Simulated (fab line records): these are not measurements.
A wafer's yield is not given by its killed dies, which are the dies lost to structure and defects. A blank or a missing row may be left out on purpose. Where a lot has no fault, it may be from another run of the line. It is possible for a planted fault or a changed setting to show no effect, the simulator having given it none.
The tool behind it: which one?	flow sky130	30 wafers from 10 lots sampled at 3 of the route's 708 steps

== WHAT EACH GAUGE READ, for each wafer ==
SKY_VIA4_RS_MEAS_19: measurement is done with a four-point probe.
lot	measured	on	VIA4_W_RS (ohm/sq)
L431	day 42 13:59	film_metro-01	0.2279 0.2292 0.2319
L432	day 42 14:49	film_metro-02	0.2291 0.2273 0.2301
L433	day 43 05:19	film_metro-01	0.2275 0.2277 0.2279
L434	day 43 08:04	film_metro-01	0.2276 0.2263 0.2306
L441	day 46 02:11	film_metro-04	0.7538 0.7294 0.2274
L446	day 46 23:34	film_metro-04	0.2225 0.2241 0.2237
L447	day 47 03:51	film_metro-04	0.2237 0.2303 0.2241
L448	day 47 09:31	film_metro-01	0.2256 0.2274 0.2266
L453	day 48 08:20	film_metro-04	0.2253 0.2217 0.2246
L454	day 48 13:41	film_metro-02	0.2278 0.2288 0.2278

== WHICH TOOL RAN EACH LOT (tool, then ch and the chambers of the sampled wafers, then the start) ==
lot	SKY_LOCAL_INTERCONNECT_STRIP_15	SKY_VIA4_CVD_18
L431	plasma_asher-02 ch 0,1, day 30 03:34	cvd_w-01 ch 1, day 42 13:50
L432	plasma_asher-02 ch 0,1, day 30 05:47	cvd_w-01 ch 0,1, day 42 14:32
L433	plasma_asher-02 ch 0,1, day 30 20:44	cvd_w-02 ch 0,1, day 43 05:09
L434	plasma_asher-03 ch 0,1, day 31 01:34	cvd_w-02 ch 0,1, day 43 07:55
L441	plasma_asher-04 ch 0,1, day 34 08:44	cvd_w-01 ch 0,1, day 46 02:02
L446	plasma_asher-03 ch 0,1, day 35 14:23	cvd_w-02 ch 0,1, day 46 23:25
L447	plasma_asher-04 ch 0,1, day 35 17:02	cvd_w-02 ch 0,1, day 47 03:41
L448	plasma_asher-02 ch 0,1, day 36 01:08	cvd_w-02 ch 0, day 47 09:22
L453	plasma_asher-04 ch 0,1, day 37 09:35	cvd_w-01 ch 0,1, day 48 08:11
L454	plasma_asher-04 ch 0,1, day 37 13:04	cvd_w-01 ch 1, day 48 13:22
- SKY_LOCAL_INTERCONNECT_STRIP_15: strips in O2/N2.
- SKY_VIA4_CVD_18: deposits W, target thk 505 nm, time 152.14 s.

== THE ANSWER, worked out from the rows above alone ==
Rule: the usual values come from the lots themselves. The widest of any qualifying gaps counts: lots, ordered by their means at a reading, are off when they make up no more than a third of the lots, leave a main group of 4 or more, and stand apart from it by 3 or more times the standard deviation of that group's means. A main group is skipped when, at the precision printed for the reading in the tables above, its means are all equal. A lot without any number at a reading at which 4 lots or more have one is off too. All remaining lots with rows at the step are treated as sound.
Off: at SKY_VIA4_RS_MEAS_19 (VIA4_W_RS), L441. For the main group the mean is 0.2269 ohm/sq and the standard deviation 0.002.
If a tool, at a process step before that reading, ran all the lots that are off and no sound lot after the first of them, it fits. The gauges at SKY_VIA4_RS_MEAS_19 are tried like those tools. No candidate that was tried fits.

== WHAT THE SIMULATOR HAD PUT IN ==
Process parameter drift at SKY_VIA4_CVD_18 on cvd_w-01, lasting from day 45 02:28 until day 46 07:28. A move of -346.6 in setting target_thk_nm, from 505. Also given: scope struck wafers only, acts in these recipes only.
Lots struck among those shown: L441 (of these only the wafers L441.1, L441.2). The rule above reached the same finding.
